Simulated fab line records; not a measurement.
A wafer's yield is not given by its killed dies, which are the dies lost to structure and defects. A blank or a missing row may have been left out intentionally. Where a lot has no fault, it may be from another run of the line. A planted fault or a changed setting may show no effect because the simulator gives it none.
8D (eight disciplines) problem report, filled in by code ; flow sky130 ; the parts of the form that need people (team, actions taken, sign-off) are left out

== 1. WHAT WENT WRONG ==
At SKY_VIA3_CMP_24, overpolish_run_s averages 18.063 s over 6 wafers from 2 lots, while fault-free wafers read 20.000 s, standard deviation 0.0096. So: -99 or more standard deviations from the usual mean.
The step: polishes, stops on SiO2, t overpolish 20 s, target thk 0 nm.
First seen on wafer L857.1, day 43 14:17, on cmp-01. At this step, 33 wafers from 11 lots have a number in the record. Rule for "out", or "out of limits": more than 4 standard deviations from the usual mean. All remaining wafers that have a number are taken as sound.

== 2. WHAT IT IS AND WHAT IT IS NOT ==
question;is;is not
which readings at this step;overpolish_run_s;edge_zone_pressure_frac, motor_current_A
which lots;L857, L858;L844, L845, L846, L847, L848, L859, L860, L863, L865
which wafers of those lots;all that have a number;-
read on which tools;cmp-01;cmp-02
when;from day 43 14:17;"up to then (15 sound wafers); but 12 sound wafers of L859, L860, L863, L865 came after"

== 3. WHAT RULES OUT EACH SUSPECT ==
Counting: a tool at a process step up to the reading stays a suspect if it ran every lot that is out and no sound lot after the first of them.
- cmp-01 at SKY_VIA3_CMP_24 (polishes, stops on SiO2, t overpolish 20 s, target thk 0 nm): kept. It ran every lot that is out, first L857 (day 43 14:17), and no sound lot after that; its last sound lot up to then is L848 (day 41 01:29). Its own readings are out on those wafers: overpolish_run_s.
Left after counting: cmp-01 at SKY_VIA3_CMP_24.

== 4. THE CAUSE (what the simulator had put in) ==
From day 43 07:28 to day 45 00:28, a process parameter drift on cmp-01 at SKY_VIA3_CMP_24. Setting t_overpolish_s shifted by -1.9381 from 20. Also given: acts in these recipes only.
After counting, this tool was the only one left.

== 5. THE CHAIN OF EFFECTS, in route order ==
Each row: a reading where the mean over the struck wafers with a number is more than 3 standard deviations away from the usual. Only readings whose record carries a usual standard deviation are examined. hours: median over the lots of the time between each lot's start at the first step of this table that gives one and its start at this step. sigmas: the change, counted in usual standard deviations.
hours;step;reading;usual;on struck wafers;change;sigmas
0;SKY_VIA3_CMP_24;overpolish_run_s;20.000 s;18.063;-1.937;-99 or more
Its process steps:
- SKY_VIA3_CMP_24: polishes, stops on SiO2, t overpolish 20 s, target thk 0 nm.

== 6. WHAT WOULD HAVE CAUGHT IT SOONER ==
The fault began at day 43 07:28; the first out-of-limits reading in this record came at day 43 14:17, 7 hours later.
